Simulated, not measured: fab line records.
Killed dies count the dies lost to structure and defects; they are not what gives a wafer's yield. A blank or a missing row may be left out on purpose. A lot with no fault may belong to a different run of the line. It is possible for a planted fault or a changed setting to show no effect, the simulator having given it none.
Which of the tools did it? :: flow sky130 :: 24 lots with 72 wafers sampled at 6 steps, on a route of 708 steps

== WHAT EACH GAUGE READ, for each wafer ==
SKY_CAPM_THK_MEAS_01. Usual: CAPM_CVD_00_THK 15.47 nm, standard deviation 0.23.
lot: L074
measured: day 36 08:20
on: film_metro-03
CAPM_CVD_00_THK (nm): 15.39 15.73 15.90
flag: 

lot: L075
measured: day 36 10:59
on: film_metro-03
CAPM_CVD_00_THK (nm): 15.42 15.62 15.73
flag: 

lot: L076
measured: day 36 16:17
on: film_metro-03
CAPM_CVD_00_THK (nm): 15.13 15.47 15.46
flag: 

lot: L077
measured: day 37 09:50
on: film_metro-04
CAPM_CVD_00_THK (nm): 15.11 15.50 15.61
flag: 

lot: L078
measured: day 37 10:28
on: film_metro-03
CAPM_CVD_00_THK (nm): 15.67 15.34 15.58
flag: 

lot: L079
measured: day 38 01:40
on: film_metro-03
CAPM_CVD_00_THK (nm): 15.24 15.61 15.49
flag: 

lot: L080
measured: day 38 14:16
on: film_metro-04
CAPM_CVD_00_THK (nm): 15.61 15.61 15.59
flag: 

lot: L081
measured: day 38 16:34
on: film_metro-04
CAPM_CVD_00_THK (nm): 15.66 15.32 15.87
flag: 

lot: L082
measured: day 39 00:57
on: film_metro-04
CAPM_CVD_00_THK (nm): 15.19 15.51 15.66
flag: 

lot: L084
measured: day 39 12:45
on: film_metro-03
CAPM_CVD_00_THK (nm): 15.52 16.14 15.44
flag: 

lot: L083
measured: day 39 12:17
on: film_metro-04
CAPM_CVD_00_THK (nm): 15.02 15.85 15.40
flag: 

lot: L085
measured: day 39 21:55
on: film_metro-03
CAPM_CVD_00_THK (nm): 15.19 15.82 15.44
flag: 

lot: L086
measured: day 39 23:53
on: film_metro-03
CAPM_CVD_00_THK (nm): 15.21 15.43 15.55
flag: 

lot: L087
measured: day 40 15:25
on: film_metro-04
CAPM_CVD_00_THK (nm): 15.20 15.53 15.35
flag: 

lot: L088
measured: day 40 18:45
on: film_metro-02
CAPM_CVD_00_THK (nm): 15.89 16.00 15.66
flag: 

lot: L089
measured: day 41 09:55
on: film_metro-03
CAPM_CVD_00_THK (nm): 14.97 15.22 15.33
flag: 

lot: L090
measured: day 41 15:45
on: film_metro-04
CAPM_CVD_00_THK (nm): 15.44 15.58 15.52
flag: 

lot: L091
measured: day 41 19:19
on: film_metro-04
CAPM_CVD_00_THK (nm): 15.45 15.89 15.50
flag: 

lot: L092
measured: day 41 22:07
on: film_metro-04
CAPM_CVD_00_THK (nm): 15.33 15.33 15.68
flag: 

lot: L093
measured: day 42 06:21
on: film_metro-04
CAPM_CVD_00_THK (nm): 15.25 15.38 15.82
flag: 

lot: L095
measured: day 42 09:44
on: film_metro-03
CAPM_CVD_00_THK (nm): 15.30 15.45 15.64
flag: 

lot: L094
measured: day 42 15:59
on: film_metro-02
CAPM_CVD_00_THK (nm): 15.28 15.49 15.69
flag: 

lot: L096
measured: day 42 20:14
on: film_metro-03
CAPM_CVD_00_THK (nm): 15.52 15.02 15.21
flag: 

lot: L097
measured: day 43 13:28
on: film_metro-04
CAPM_CVD_00_THK (nm): 14.96 15.16 15.16
flag: 

SKY_VIA3_OVL_MEAS_13. Usual: VIA3_OVL -2 nm, standard deviation 5.8.
lot: L074
measured: day 39 15:14
on: overlay-01
VIA3_OVL (nm): -8 -3 -4
flag: 

lot: L075
measured: day 39 16:31
on: overlay-02
VIA3_OVL (nm): -7 -8 -9
flag: 

lot: L076
measured: day 39 21:23
on: overlay-01
VIA3_OVL (nm): 0 4 -5
flag: 

lot: L077
measured: day 40 15:34
on: overlay-01
VIA3_OVL (nm): -7 -8 -10
flag: 

lot: L078
measured: day 40 15:58
on: overlay-01
VIA3_OVL (nm): -3 -2 2
flag: 

lot: L079
measured: day 41 05:31
on: overlay-02
VIA3_OVL (nm): -8 -5 -9
flag: 

lot: L080
measured: day 41 18:46
on: overlay-02
VIA3_OVL (nm): 6 7 0
flag: 

lot: L081
measured: day 41 20:11
on: overlay-01
VIA3_OVL (nm): -9 -4 -1
flag: 

lot: L082
measured: day 42 02:52
on: overlay-01
VIA3_OVL (nm): -5 -3 2
flag: 

lot: L084
measured: day 42 16:01
on: overlay-01
VIA3_OVL (nm): 0 -3 -2
flag: 

lot: L083
measured: day 42 15:23
on: overlay-02
VIA3_OVL (nm): 6 -1 4
flag: 

lot: L085
measured: day 42 23:55
on: overlay-01
VIA3_OVL (nm): -3 1 1
flag: 

lot: L086
measured: day 43 00:37
on: overlay-02
VIA3_OVL (nm): -3 10 3
flag: 

lot: L087
measured: day 43 20:01
on: overlay-02
VIA3_OVL (nm): 2 4 3
flag: 

lot: L088
measured: day 43 20:23
on: overlay-01
VIA3_OVL (nm): -1 -1 -7
flag: 

lot: L089
measured: day 44 08:02
on: overlay-02
VIA3_OVL (nm): -2 0 -1
flag: 

lot: L090
measured: day 44 14:44
on: overlay-01
VIA3_OVL (nm): 12 11 14
flag: 

lot: L091
measured: day 44 18:41
on: overlay-01
VIA3_OVL (nm): -7 -11 1
flag: 

lot: L092
measured: day 44 21:25
on: overlay-01
VIA3_OVL (nm): -4 -2 -11
flag: 

lot: L093
measured: day 45 04:16
on: overlay-02
VIA3_OVL (nm): -15 -8 -5
flag: 

lot: L095
measured: day 45 06:26
on: overlay-01
VIA3_OVL (nm): -4 -6 -4
flag: 

lot: L094
measured: day 45 12:28
on: overlay-01
VIA3_OVL (nm): 7 4 5
flag: 

lot: L096
measured: day 45 16:08
on: overlay-01
VIA3_OVL (nm): 0 -1 5
flag: 

lot: L097
measured: day 46 08:04
on: overlay-02
VIA3_OVL (nm): 3 1 3
flag: 

== WHAT TOOL EACH LOT RAN ON (gives the tool, then ch and the chambers of the sampled wafers, and finally the start) ==
lot: L074
SKY_LOCAL_INTERCONNECT_SPUTTER_00: pvd_sputter-01, day 29 02:30
SKY_CONTACT_SOFTBAKE_10: litho_track-03 ch 0, day 32 18:06 or earlier
SKY_VIA1_CMP_02: cmp-02 ch 0,2,3, day 32 18:06
SKY_CAPM_STRIP_14: plasma_asher-01 ch 0,1, day 37 10:22

lot: L075
SKY_LOCAL_INTERCONNECT_SPUTTER_00: pvd_sputter-01, day 29 06:30
SKY_CONTACT_SOFTBAKE_10: litho_track-01 ch 0, day 32 21:37 or earlier
SKY_VIA1_CMP_02: cmp-01 ch 0,1, day 32 21:37
SKY_CAPM_STRIP_14: plasma_asher-04 ch 0,1, day 37 12:19

lot: L076
SKY_LOCAL_INTERCONNECT_SPUTTER_00: pvd_sputter-04, day 29 13:11
SKY_CONTACT_SOFTBAKE_10: litho_track-04 ch 0, day 33 03:13 or earlier
SKY_VIA1_CMP_02: cmp-02 ch 1,2,3, day 33 03:13
SKY_CAPM_STRIP_14: plasma_asher-01 ch 0,1, day 37 17:35

lot: L077
SKY_LOCAL_INTERCONNECT_SPUTTER_00: pvd_sputter-04, day 30 06:28
SKY_CONTACT_SOFTBAKE_10: litho_track-04 ch 0, day 33 20:09 or earlier
SKY_VIA1_CMP_02: cmp-02 ch 0,2,3, day 33 20:09
SKY_CAPM_STRIP_14: plasma_asher-01 ch 0,1, day 38 11:28

lot: L078
SKY_LOCAL_INTERCONNECT_SPUTTER_00: pvd_sputter-03, day 30 06:41
SKY_CONTACT_SOFTBAKE_10: litho_track-01 ch 0, day 33 20:59 or earlier
SKY_VIA1_CMP_02: cmp-02 ch 0,2,3, day 33 20:59
SKY_CAPM_STRIP_14: plasma_asher-04 ch 0,1, day 38 12:05

lot: L079
SKY_LOCAL_INTERCONNECT_SPUTTER_00: pvd_sputter-01, day 30 23:39
SKY_CONTACT_SOFTBAKE_10: litho_track-04 ch 0, day 34 13:58 or earlier
SKY_VIA1_CMP_02: cmp-02 ch 0,1,3, day 34 13:58
SKY_CAPM_STRIP_14: plasma_asher-02 ch 1, day 39 02:58

lot: L080
SKY_LOCAL_INTERCONNECT_SPUTTER_00: pvd_sputter-01, day 31 13:08
SKY_CONTACT_SOFTBAKE_10: litho_track-03 ch 0, day 35 03:30 or earlier
SKY_VIA1_CMP_02: cmp-01 ch 0,1, day 35 03:30
SKY_CAPM_STRIP_14: plasma_asher-02 ch 0,1, day 39 15:37

lot: L081
SKY_LOCAL_INTERCONNECT_SPUTTER_00: pvd_sputter-03, day 31 17:47
SKY_CONTACT_SOFTBAKE_10: litho_track-01 ch 0, day 35 06:55 or earlier
SKY_VIA1_CMP_02: cmp-02 ch 1,2,3, day 35 06:55
SKY_CAPM_STRIP_14: plasma_asher-02 ch 0,1, day 39 17:32

lot: L082
SKY_LOCAL_INTERCONNECT_SPUTTER_00: pvd_sputter-04, day 32 02:01
SKY_CONTACT_SOFTBAKE_10: litho_track-03 ch 0, day 35 15:29 or earlier
SKY_VIA1_CMP_02: cmp-02 ch 1,2, day 35 15:29
SKY_CAPM_STRIP_14: plasma_asher-04 ch 0, day 40 01:19

lot: L084
SKY_LOCAL_INTERCONNECT_SPUTTER_00: pvd_sputter-03, day 32 13:40
SKY_CONTACT_SOFTBAKE_10: litho_track-03 ch 0, day 36 02:25 or earlier
SKY_VIA1_CMP_02: cmp-02 ch 1,2, day 36 02:25
SKY_CAPM_STRIP_14: plasma_asher-01 ch 0,1, day 40 13:20

lot: L083
SKY_LOCAL_INTERCONNECT_SPUTTER_00: pvd_sputter-01, day 32 13:41
SKY_CONTACT_SOFTBAKE_10: litho_track-01 ch 0, day 36 03:33 or earlier
SKY_VIA1_CMP_02: cmp-02 ch 0,3, day 36 03:33
SKY_CAPM_STRIP_14: plasma_asher-04 ch 0,1, day 40 13:06

lot: L085
SKY_LOCAL_INTERCONNECT_SPUTTER_00: pvd_sputter-01, day 32 23:04
SKY_CONTACT_SOFTBAKE_10: litho_track-03 ch 0, day 36 11:45 or earlier
SKY_VIA1_CMP_02: cmp-01 ch 1,2, day 36 11:45
SKY_CAPM_STRIP_14: plasma_asher-04 ch 0,1, day 40 22:52

lot: L086
SKY_LOCAL_INTERCONNECT_SPUTTER_00: pvd_sputter-03, day 33 04:58
SKY_CONTACT_SOFTBAKE_10: litho_track-01 ch 0, day 36 15:45 or earlier
SKY_VIA1_CMP_02: cmp-01 ch 1,2, day 36 15:45
SKY_CAPM_STRIP_14: plasma_asher-01 ch 0, day 40 23:28

lot: L087
SKY_LOCAL_INTERCONNECT_SPUTTER_00: pvd_sputter-04, day 33 19:34
SKY_CONTACT_SOFTBAKE_10: litho_track-04 ch 0, day 37 07:27 or earlier
SKY_VIA1_CMP_02: cmp-01 ch 0,2, day 37 07:27
SKY_CAPM_STRIP_14: plasma_asher-01 ch 1, day 41 18:53

lot: L088
SKY_LOCAL_INTERCONNECT_SPUTTER_00: pvd_sputter-03, day 33 22:36
SKY_CONTACT_SOFTBAKE_10: litho_track-03 ch 0, day 37 11:11 or earlier
SKY_VIA1_CMP_02: cmp-02 ch 2,3, day 37 11:11
SKY_CAPM_STRIP_14: plasma_asher-02 ch 0,1, day 41 18:59

lot: L089
SKY_LOCAL_INTERCONNECT_SPUTTER_00: pvd_sputter-04, day 34 16:58
SKY_CONTACT_SOFTBAKE_10: litho_track-03 ch 0, day 38 03:17 or earlier
SKY_VIA1_CMP_02: cmp-01 ch 0,1,3, day 38 03:17
SKY_CAPM_STRIP_14: plasma_asher-04 ch 0,1, day 42 09:01

lot: L090
SKY_LOCAL_INTERCONNECT_SPUTTER_00: pvd_sputter-04, day 34 19:20
SKY_CONTACT_SOFTBAKE_10: litho_track-03 ch 0, day 38 07:46 or earlier
SKY_VIA1_CMP_02: cmp-01 ch 0,3, day 38 07:46
SKY_CAPM_STRIP_14: plasma_asher-01 ch 0,1, day 42 15:24

lot: L091
SKY_LOCAL_INTERCONNECT_SPUTTER_00: pvd_sputter-03, day 35 01:04
SKY_CONTACT_SOFTBAKE_10: litho_track-03 ch 0, day 38 11:52 or earlier
SKY_VIA1_CMP_02: cmp-01 ch 0,1,3, day 38 11:52
SKY_CAPM_STRIP_14: plasma_asher-04 ch 0,1, day 42 19:01

lot: L092
SKY_LOCAL_INTERCONNECT_SPUTTER_00: pvd_sputter-01, day 35 05:55
SKY_CONTACT_SOFTBAKE_10: litho_track-01 ch 0, day 38 15:19 or earlier
SKY_VIA1_CMP_02: cmp-01 ch 1,3, day 38 15:19
SKY_CAPM_STRIP_14: plasma_asher-04 ch 0,1, day 42 21:29

lot: L093
SKY_LOCAL_INTERCONNECT_SPUTTER_00: pvd_sputter-04, day 35 16:19
SKY_CONTACT_SOFTBAKE_10: litho_track-04 ch 0, day 39 01:59 or earlier
SKY_VIA1_CMP_02: cmp-02 ch 1,2,3, day 39 01:59
SKY_CAPM_STRIP_14: plasma_asher-04 ch 0,1, day 43 05:49

lot: L095
SKY_LOCAL_INTERCONNECT_SPUTTER_00: pvd_sputter-01, day 35 21:07
SKY_CONTACT_SOFTBAKE_10: litho_track-04 ch 0, day 39 04:58 or earlier
SKY_VIA1_CMP_02: cmp-02 ch 0,2,3, day 39 04:58
SKY_CAPM_STRIP_14: plasma_asher-02 ch 0,1, day 43 08:46

lot: L094
SKY_LOCAL_INTERCONNECT_SPUTTER_00: pvd_sputter-04, day 36 02:10
SKY_CONTACT_SOFTBAKE_10: litho_track-04 ch 0, day 39 10:38 or earlier
SKY_VIA1_CMP_02: cmp-02 ch 0,1,2, day 39 10:38
SKY_CAPM_STRIP_14: plasma_asher-04 ch 0,1, day 43 14:16

lot: L096
SKY_LOCAL_INTERCONNECT_SPUTTER_00: pvd_sputter-04, day 36 05:02
SKY_CONTACT_SOFTBAKE_10: litho_track-01 ch 0, day 39 14:11 or earlier
SKY_VIA1_CMP_02: cmp-02 ch 1,2,3, day 39 14:11
SKY_CAPM_STRIP_14: plasma_asher-04 ch 0,1, day 43 19:31

lot: L097
SKY_LOCAL_INTERCONNECT_SPUTTER_00: pvd_sputter-04, day 37 01:31
SKY_CONTACT_SOFTBAKE_10: litho_track-04 ch 0, day 40 09:26 or earlier
SKY_VIA1_CMP_02: cmp-01 ch 0,2,3, day 40 09:26
SKY_CAPM_STRIP_14: plasma_asher-02 ch 0,1, day 44 11:38
- SKY_LOCAL_INTERCONNECT_SPUTTER_00: material TiN, target thk 100 nm, time 83.3 s.
- SKY_CONTACT_SOFTBAKE_10: time 91.97 s.
- SKY_VIA1_CMP_02: polishes SiO2.
- SKY_CAPM_STRIP_14: strips in O2/N2.

== AS READ BY THE TOOLS THEMSELVES (means over the sampled wafers that have a number; for cases with no such wafer, the mark the record gives instead) ==
SKY_LOCAL_INTERCONNECT_SPUTTER_00. Usual: substrate_temp_c 299.95 C, standard deviation 0.21; throttle_valve_pct 30.5 %, standard deviation 0.81.
lot: L074
tool: pvd_sputter-01
substrate_temp_c (C): 300.06
throttle_valve_pct (%): 30.6
flag: 

lot: L075
tool: pvd_sputter-01
substrate_temp_c (C): 299.87
throttle_valve_pct (%): 30.5
flag: 

lot: L076
tool: pvd_sputter-04
substrate_temp_c (C): 299.98
throttle_valve_pct (%): 30.8
flag: 

lot: L077
tool: pvd_sputter-04
substrate_temp_c (C): 299.98
throttle_valve_pct (%): 30.5
flag: 

lot: L078
tool: pvd_sputter-03
substrate_temp_c (C): 299.99
throttle_valve_pct (%): 30.3
flag: 

lot: L079
tool: pvd_sputter-01
substrate_temp_c (C): 299.90
throttle_valve_pct (%): 30.5
flag: 

lot: L080
tool: pvd_sputter-01
substrate_temp_c (C): 300.01
throttle_valve_pct (%): 31.4
flag: 

lot: L081
tool: pvd_sputter-03
substrate_temp_c (C): 299.92
throttle_valve_pct (%): 30.3
flag: 

lot: L082
tool: pvd_sputter-04
substrate_temp_c (C): 299.78
throttle_valve_pct (%): 30.4
flag: 

lot: L084
tool: pvd_sputter-03
substrate_temp_c (C): 299.86
throttle_valve_pct (%): 30.3
flag: 

lot: L083
tool: pvd_sputter-01
substrate_temp_c (C): 300.08
throttle_valve_pct (%): 31.1
flag: 

lot: L085
tool: pvd_sputter-01
substrate_temp_c (C): 299.99
throttle_valve_pct (%): 30.1
flag: 

lot: L086
tool: pvd_sputter-03
substrate_temp_c (C): 300.04
throttle_valve_pct (%): 30.0
flag: 

lot: L087
tool: pvd_sputter-04
substrate_temp_c (C): 299.92
throttle_valve_pct (%): 31.2
flag: 

lot: L088
tool: pvd_sputter-03
substrate_temp_c (C): 299.98
throttle_valve_pct (%): 30.1
flag: 

lot: L089
tool: pvd_sputter-04
substrate_temp_c (C): 300.11
throttle_valve_pct (%): 31.1
flag: 

lot: L090
tool: pvd_sputter-04
substrate_temp_c (C): 300.03
throttle_valve_pct (%): 30.8
flag: 

lot: L091
tool: pvd_sputter-03
substrate_temp_c (C): 299.99
throttle_valve_pct (%): 29.8
flag: 

lot: L092
tool: pvd_sputter-01
substrate_temp_c (C): 299.86
throttle_valve_pct (%): 30.2
flag: 

lot: L093
tool: pvd_sputter-04
substrate_temp_c (C): 300.02
throttle_valve_pct (%): 30.6
flag: 

lot: L095
tool: pvd_sputter-01
substrate_temp_c (C): 299.99
throttle_valve_pct (%): 30.8
flag: 

lot: L094
tool: pvd_sputter-04
substrate_temp_c (C): 299.95
throttle_valve_pct (%): 30.4
flag: 

lot: L096
tool: pvd_sputter-04
substrate_temp_c (C): 299.91
throttle_valve_pct (%): 31.0
flag: 

lot: L097
tool: pvd_sputter-04
substrate_temp_c (C): 299.88
throttle_valve_pct (%): 30.8
flag: 

SKY_CONTACT_SOFTBAKE_10. Usual: exhaust_pa 44.8 Pa, standard deviation 0.88; plate_sensor_t_centre_C 100.88 C, standard deviation 0.011; plate_sensor_t_edge_C 100.95 C, standard deviation 0.011.
lot: L074
tool: litho_track-03
exhaust_pa (Pa): 44.3
plate_sensor_t_centre_C (C): 100.86
plate_sensor_t_edge_C (C): 100.95
flag: 

lot: L075
tool: litho_track-01
exhaust_pa (Pa): 44.3
plate_sensor_t_centre_C (C): 100.88
plate_sensor_t_edge_C (C): 100.94
flag: 

lot: L076
tool: litho_track-04
exhaust_pa (Pa): 44.3
plate_sensor_t_centre_C (C): 100.88
plate_sensor_t_edge_C (C): 100.95
flag: 

lot: L077
tool: litho_track-04
exhaust_pa (Pa): 46.4
plate_sensor_t_centre_C (C): 100.89
plate_sensor_t_edge_C (C): 100.94
flag: 

lot: L078
tool: litho_track-01
exhaust_pa (Pa): 44.4
plate_sensor_t_centre_C (C): 100.88
plate_sensor_t_edge_C (C): 100.97
flag: 

lot: L079
tool: litho_track-04
exhaust_pa (Pa): 45.7
plate_sensor_t_centre_C (C): 100.88
plate_sensor_t_edge_C (C): 100.96
flag: 

lot: L080
tool: litho_track-03
exhaust_pa (Pa): 45.2
plate_sensor_t_centre_C (C): 100.88
plate_sensor_t_edge_C (C): 100.95
flag: 

lot: L081
tool: litho_track-01
exhaust_pa (Pa): 46.1
plate_sensor_t_centre_C (C): 100.88
plate_sensor_t_edge_C (C): 100.96
flag: 

lot: L082
tool: litho_track-03
exhaust_pa (Pa): 44.3
plate_sensor_t_centre_C (C): 100.88
plate_sensor_t_edge_C (C): 100.95
flag: 

lot: L084
tool: litho_track-03
exhaust_pa (Pa): 46.1
plate_sensor_t_centre_C (C): 100.88
plate_sensor_t_edge_C (C): 100.95
flag: 

lot: L083
tool: litho_track-01
exhaust_pa (Pa): 44.6
plate_sensor_t_centre_C (C): 100.88
plate_sensor_t_edge_C (C): 100.95
flag: 

lot: L085
tool: litho_track-03
exhaust_pa (Pa): 44.5
plate_sensor_t_centre_C (C): 100.88
plate_sensor_t_edge_C (C): 100.96
flag: 

lot: L086
tool: litho_track-01
exhaust_pa (Pa): 44.6
plate_sensor_t_centre_C (C): 100.89
plate_sensor_t_edge_C (C): 100.95
flag: 

lot: L087
tool: litho_track-04
exhaust_pa (Pa): 44.3
plate_sensor_t_centre_C (C): 100.88
plate_sensor_t_edge_C (C): 100.96
flag: 

lot: L088
tool: litho_track-03
exhaust_pa (Pa): 45.6
plate_sensor_t_centre_C (C): 100.87
plate_sensor_t_edge_C (C): 100.95
flag: 

lot: L089
tool: litho_track-03
exhaust_pa (Pa): 44.6
plate_sensor_t_centre_C (C): 100.88
plate_sensor_t_edge_C (C): 100.96
flag: 

lot: L090
tool: litho_track-03
exhaust_pa (Pa): 44.3
plate_sensor_t_centre_C (C): 100.88
plate_sensor_t_edge_C (C): 100.96
flag: 

lot: L091
tool: litho_track-03
exhaust_pa (Pa): 44.3
plate_sensor_t_centre_C (C): 100.88
plate_sensor_t_edge_C (C): 100.95
flag: 

lot: L092
tool: litho_track-01
exhaust_pa (Pa): 45.2
plate_sensor_t_centre_C (C): 100.89
plate_sensor_t_edge_C (C): 100.96
flag: 

lot: L093
tool: litho_track-04
exhaust_pa (Pa): 45.0
plate_sensor_t_centre_C (C): 100.89
plate_sensor_t_edge_C (C): 100.95
flag: 

lot: L095
tool: litho_track-04
exhaust_pa (Pa): 43.6
plate_sensor_t_centre_C (C): 100.88
plate_sensor_t_edge_C (C): 100.97
flag: 

lot: L094
tool: litho_track-04
exhaust_pa (Pa): 45.6
plate_sensor_t_centre_C (C): 100.87
plate_sensor_t_edge_C (C): 100.96
flag: 

lot: L096
tool: litho_track-01
exhaust_pa (Pa): 44.3
plate_sensor_t_centre_C (C): 100.88
plate_sensor_t_edge_C (C): 100.94
flag: 

lot: L097
tool: litho_track-04
exhaust_pa (Pa): 45.9
plate_sensor_t_centre_C (C): 100.89
plate_sensor_t_edge_C (C): 100.95
flag: 

SKY_VIA1_CMP_02. Usual: motor_current_A at 11.4 A, with a standard deviation of 0.92.
lot: L074
tool: cmp-02
motor_current_A (A): 11.8
flag: 

lot: L075
tool: cmp-01
motor_current_A (A): 10.3
flag: 

lot: L076
tool: cmp-02
motor_current_A (A): 11.7
flag: 

lot: L077
tool: cmp-02
motor_current_A (A): 11.6
flag: 

lot: L078
tool: cmp-02
motor_current_A (A): 11.7
flag: 

lot: L079
tool: cmp-02
motor_current_A (A): 11.4
flag: 

lot: L080
tool: cmp-01
motor_current_A (A): 10.3
flag: 

lot: L081
tool: cmp-02
motor_current_A (A): 12.2
flag: 

lot: L082
tool: cmp-02
motor_current_A (A): 11.9
flag: 

lot: L084
tool: cmp-02
motor_current_A (A): 12.1
flag: 

lot: L083
tool: cmp-02
motor_current_A (A): 11.5
flag: 

lot: L085
tool: cmp-01
motor_current_A (A): 10.3
flag: 

lot: L086
tool: cmp-01
motor_current_A (A): 10.7
flag: 

lot: L087
tool: cmp-01
motor_current_A (A): 11.4
flag: 

lot: L088
tool: cmp-02
motor_current_A (A): 11.8
flag: 

lot: L089
tool: cmp-01
motor_current_A (A): 10.3
flag: 

lot: L090
tool: cmp-01
motor_current_A (A): 10.9
flag: 

lot: L091
tool: cmp-01
motor_current_A (A): 10.5
flag: 

lot: L092
tool: cmp-01
motor_current_A (A): 9.9
flag: 

lot: L093
tool: cmp-02
motor_current_A (A): 12.0
flag: 

lot: L095
tool: cmp-02
motor_current_A (A): 11.5
flag: 

lot: L094
tool: cmp-02
motor_current_A (A): 11.8
flag: 

lot: L096
tool: cmp-02
motor_current_A (A): 11.8
flag: 

lot: L097
tool: cmp-01
motor_current_A (A): 12.0
flag: 

SKY_CAPM_STRIP_14. Usual: drypump_motor_current_A 6.0 A, standard deviation 0.44; oes_product_au 0.710 a.u., standard deviation 0.0047; strip_time_to_endpoint_s 12.40 s, standard deviation 0.04.
lot: L074
tool: plasma_asher-01
drypump_motor_current_A (A): 6.4
oes_product_au (a.u.): 0.708
strip_time_to_endpoint_s (s): 12.39
flag: 

lot: L075
tool: plasma_asher-04
drypump_motor_current_A (A): 6.0
oes_product_au (a.u.): 0.711
strip_time_to_endpoint_s (s): 12.40
flag: 

lot: L076
tool: plasma_asher-01
drypump_motor_current_A (A): 6.2
oes_product_au (a.u.): 0.709
strip_time_to_endpoint_s (s): 12.36
flag: 

lot: L077
tool: plasma_asher-01
drypump_motor_current_A (A): 6.4
oes_product_au (a.u.): 0.706
strip_time_to_endpoint_s (s): 12.40
flag: 

lot: L078
tool: plasma_asher-04
drypump_motor_current_A (A): 6.0
oes_product_au (a.u.): 0.712
strip_time_to_endpoint_s (s): 12.41
flag: 

lot: L079
tool: plasma_asher-02
drypump_motor_current_A (A): 5.6
oes_product_au (a.u.): 0.714
strip_time_to_endpoint_s (s): 12.43
flag: 

lot: L080
tool: plasma_asher-02
drypump_motor_current_A (A): 5.9
oes_product_au (a.u.): 0.707
strip_time_to_endpoint_s (s): 12.46
flag: 

lot: L081
tool: plasma_asher-02
drypump_motor_current_A (A): 5.8
oes_product_au (a.u.): 0.712
strip_time_to_endpoint_s (s): 12.42
flag: 

lot: L082
tool: plasma_asher-04
drypump_motor_current_A (A): 5.4
oes_product_au (a.u.): 0.710
strip_time_to_endpoint_s (s): 12.40
flag: 

lot: L084
tool: plasma_asher-01
drypump_motor_current_A (A): 6.4
oes_product_au (a.u.): 0.715
strip_time_to_endpoint_s (s): 12.44
flag: 

lot: L083
tool: plasma_asher-04
drypump_motor_current_A (A): 6.0
oes_product_au (a.u.): 0.716
strip_time_to_endpoint_s (s): 12.40
flag: 

lot: L085
tool: plasma_asher-04
drypump_motor_current_A (A): 6.0
oes_product_au (a.u.): 0.710
strip_time_to_endpoint_s (s): 12.43
flag: 

lot: L086
tool: plasma_asher-01
drypump_motor_current_A (A): 6.7
oes_product_au (a.u.): 0.714
strip_time_to_endpoint_s (s): 12.43
flag: 

lot: L087
tool: plasma_asher-01
drypump_motor_current_A (A): 5.9
oes_product_au (a.u.): 0.710
strip_time_to_endpoint_s (s): 12.35
flag: 

lot: L088
tool: plasma_asher-02
drypump_motor_current_A (A): 5.8
oes_product_au (a.u.): 0.712
strip_time_to_endpoint_s (s): 12.40
flag: 

lot: L089
tool: plasma_asher-04
drypump_motor_current_A (A): 5.7
oes_product_au (a.u.): 0.705
strip_time_to_endpoint_s (s): 12.41
flag: 

lot: L090
tool: plasma_asher-01
drypump_motor_current_A (A): 6.2
oes_product_au (a.u.): 0.713
strip_time_to_endpoint_s (s): 12.39
flag: 

lot: L091
tool: plasma_asher-04
drypump_motor_current_A (A): 6.1
oes_product_au (a.u.): 0.709
strip_time_to_endpoint_s (s): 12.40
flag: 

lot: L092
tool: plasma_asher-04
drypump_motor_current_A (A): 5.7
oes_product_au (a.u.): 0.710
strip_time_to_endpoint_s (s): 12.37
flag: 

lot: L093
tool: plasma_asher-04
drypump_motor_current_A (A): 6.0
oes_product_au (a.u.): 0.709
strip_time_to_endpoint_s (s): 12.40
flag: 

lot: L095
tool: plasma_asher-02
drypump_motor_current_A (A): 5.9
oes_product_au (a.u.): 0.713
strip_time_to_endpoint_s (s): 12.39
flag: 

lot: L094
tool: plasma_asher-04
drypump_motor_current_A (A): 5.7
oes_product_au (a.u.): 0.713
strip_time_to_endpoint_s (s): 12.43
flag: 

lot: L096
tool: plasma_asher-04
drypump_motor_current_A (A): 6.1
oes_product_au (a.u.): 0.713
strip_time_to_endpoint_s (s): 12.38
flag: 

lot: L097
tool: plasma_asher-02
drypump_motor_current_A (A): 5.9
oes_product_au (a.u.): 0.709
strip_time_to_endpoint_s (s): 12.44
flag: 

== THE ANSWER, worked out from the rows above alone ==
Rule: a lot counts as off when the mean over its wafers that have a number is more than 3 standard deviations away from the usual mean. Also off: a lot with no number at a reading for which 4 or more lots have one. The other lots that the step has rows for count as sound. After the gauges, taken in route order, come the tools' own readings; for these a lot's mean is taken, as printed above. At the first step where some lot is off, the reading lying furthest off is the one used; lots without a number count as furthest.
None of the lots is off at any reading shown; this tells nothing.

== WHAT WAS PUT IN BY THE SIMULATOR ==
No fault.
